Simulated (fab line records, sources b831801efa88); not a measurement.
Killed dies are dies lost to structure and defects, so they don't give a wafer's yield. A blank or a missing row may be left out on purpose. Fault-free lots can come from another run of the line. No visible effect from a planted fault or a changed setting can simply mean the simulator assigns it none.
A single fault, viewed from 2 desks    flow gf180mcu    what lay behind the numbers comes last; until then each desk has only its own

METROLOGY DESK
What the gauges read, lot by lot, whatever tool the lot ran on: means of the sampled wafers that have a number. If a lot's mean is further than 4 standard deviations from the usual mean, the lot is out of limits and carries the mark OUT (the distance appears in the brackets).
Columns: A = MIM_CVD_05_THK at GF_MIM_THK_MEAS_06, usual 40.9 nm; B = MIM_ALCU_THK at GF_MIM_THK_MEAS_11, usual 200.9 nm
lot   first seen here  A     B
L105  day 24 16:34     40.8  202.1
L106  day 25 04:24     40.4  200.3
L107  day 25 15:52     40.9  198.1
L108  day 26 03:37     40.7  199.2
L109  day 26 05:35     40.8  202.1
L110  day 26 09:56     40.8  200.0
L111  day 26 18:03     40.8  200.4
L113  day 27 04:17     41.2  203.2
L115  day 27 21:04     40.7  200.2
L114  day 27 23:46     40.9  203.7
L116  day 28 05:26     41.5  201.5
L123  day 30 01:08     41.4  200.0
L124  day 30 11:05     41.1  202.1
L127  day 30 21:23     41.2  199.4
This desk's verdict: no lot among the 14 shows anything out of limits.

DESK OF THE TOOL OWNER: plasmaAsher-01
The tool's own readings at GF_VT_IMPLANT_STRIP_20 (strips in O2/N2): means of the sampled wafers that have a number, for each lot that ran on this tool. If a lot's mean is further than 4 standard deviations from the usual mean, the lot is out of limits and carries the mark OUT (the distance appears in the brackets).
Columns: A = drypumpMotorCurrentA at GF_VT_IMPLANT_STRIP_20, usual 5.6 A; B = heaterPowerW at GF_VT_IMPLANT_STRIP_20, usual 355 W; C = o2FlowSccm at GF_VT_IMPLANT_STRIP_20, usual 2998 sccm; D = oesProductAu at GF_VT_IMPLANT_STRIP_20, usual 0.716 a.u.; E = stripTimeToEndpointS at GF_VT_IMPLANT_STRIP_20, usual 12.64 s
lot   first seen here  A    B    C     D      E
L106  day 6 12:17      5.7  357  2995  0.719  12.66
L108  day 7 01:44      5.7  351  3002  0.715  12.65
L114  day 8 15:03      5.5  341  2992  0.716  12.67
L123  day 10 23:08     5.8  364  3004  0.721  12.65
L124  day 11 03:04     5.7  356  3001  0.711  12.62
This desk's verdict: no lot among the 5 shows anything out of limits.

BROUGHT TOGETHER
From the metrology desk's view, nothing was out of limits.
The tool owner's desk saw nothing out of limits.

WHAT HAD BEEN PUT IN BY THE SIMULATOR
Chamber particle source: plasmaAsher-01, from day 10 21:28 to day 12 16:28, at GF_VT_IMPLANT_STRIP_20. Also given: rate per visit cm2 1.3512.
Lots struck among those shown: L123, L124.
